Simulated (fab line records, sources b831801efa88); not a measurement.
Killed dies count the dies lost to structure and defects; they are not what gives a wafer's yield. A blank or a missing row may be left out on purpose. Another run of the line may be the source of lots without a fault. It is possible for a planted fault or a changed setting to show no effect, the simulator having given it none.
Code-filled problem report in 8D (eight disciplines) form + flow gf180mcu + the parts of the form that need people (team, actions taken, sign-off) are left out

== 1. THE ISSUE ==
chamberPressurePa at GF_SALICIDE_SPUTTER_03 reads a mean of 0.3831 Pa on 6 wafers of 2 lots; wafers without a fault read 0.4000 Pa with a standard deviation of 0.00083. That is -20 standard deviations from the usual mean.
The step: material TiN, target thk 20 nm, time 16.7 s.
First observed at day 19 10:37: wafer L902.1, on pvdSputter-01. Wafers with a number at this step in the record: 18, from 6 lots. Rule for "out" (also "out of limits"): further than 4 standard deviations from the usual mean. The rest of the wafers with a number are treated as sound.

== 2. WHAT IT IS, AND WHAT IT ISN'T ==
| question                    | is                     | is not                                                                   |
|-----------------------------|------------------------|--------------------------------------------------------------------------|
| which readings at this step | chamberPressurePa      | throttleValvePct                                                         |
| which lots                  | L902, L904             | L896, L898, L909, L910                                                   |
| which wafers of those lots  | all that have a number | -                                                                        |
| read on which tools         | pvdSputter-01          | pvdSputter-03, pvdSputter-04                                             |
| when                        | from day 19 10:37      | up to then (6 sound wafers); but 6 sound wafers of L909, L910 came after |

== 3. WHAT RULES OUT EACH SUSPECT ==
Counting: a tool at a process step up to the reading stays a suspect if it ran every lot that is out and no sound lot after the first of them.
- pvdSputter-01 at GF_SALICIDE_SPUTTER_03 (material TiN, target thk 20 nm, time 16.7 s): kept. All lots that are out passed through it, beginning with L902 at day 19 10:37, and no sound lot followed; its final sound lot before that point was L898 at day 17 04:26. Its own readings are out on those wafers: chamberPressurePa.
Remaining after the count: pvdSputter-01 at GF_SALICIDE_SPUTTER_03.

== 4. THE CAUSE (what the simulator had put in) ==
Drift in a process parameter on pvdSputter-01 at GF_SALICIDE_SPUTTER_03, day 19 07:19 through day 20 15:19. From 0.4, the setting chamberPressurePa moved by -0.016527. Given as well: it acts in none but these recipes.
The count eliminated every tool but this one.

== 5. THE EFFECT CHAIN, in route order ==
Rows list readings where the struck wafers' mean (over those with a number) sits beyond 3 standard deviations from the usual. Only readings whose record carries a usual standard deviation are examined. hours: median over the lots of the time between each lot's start at the first step of this table that gives one and its start at this step. sigmas: the change, counted in usual standard deviations.
| hours | step                   | reading           | usual     | on struck wafers | change  | sigmas |
|-------|------------------------|-------------------|-----------|------------------|---------|--------|
| 0     | GF_SALICIDE_SPUTTER_03 | chamberPressurePa | 0.4000 Pa | 0.3831           | -0.0169 | -20    |
Here are the process steps it includes:
- GF_SALICIDE_SPUTTER_03: material TiN, target thk 20 nm, time 16.7 s.
At these later measuring or inspecting steps, every struck wafer for which the step has a row has a number for every such reading, and none has moved that far: GF_SALICIDE_RS_MEAS_04, GF_SALICIDE_THK_MEAS_05, GF_CONTACT_THK_MEAS_01, GF_CONTACT_THK_MEAS_03, GF_CONTACT_BOW_MEAS_05, GF_CONTACT_CD_MEAS_14, GF_CONTACT_OVL_MEAS_15.

== 6. HOW IT WOULD HAVE BEEN CAUGHT EARLIER ==
In this record no reading fell out of limits until day 19 10:37, 3 hours after the fault had begun at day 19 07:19.
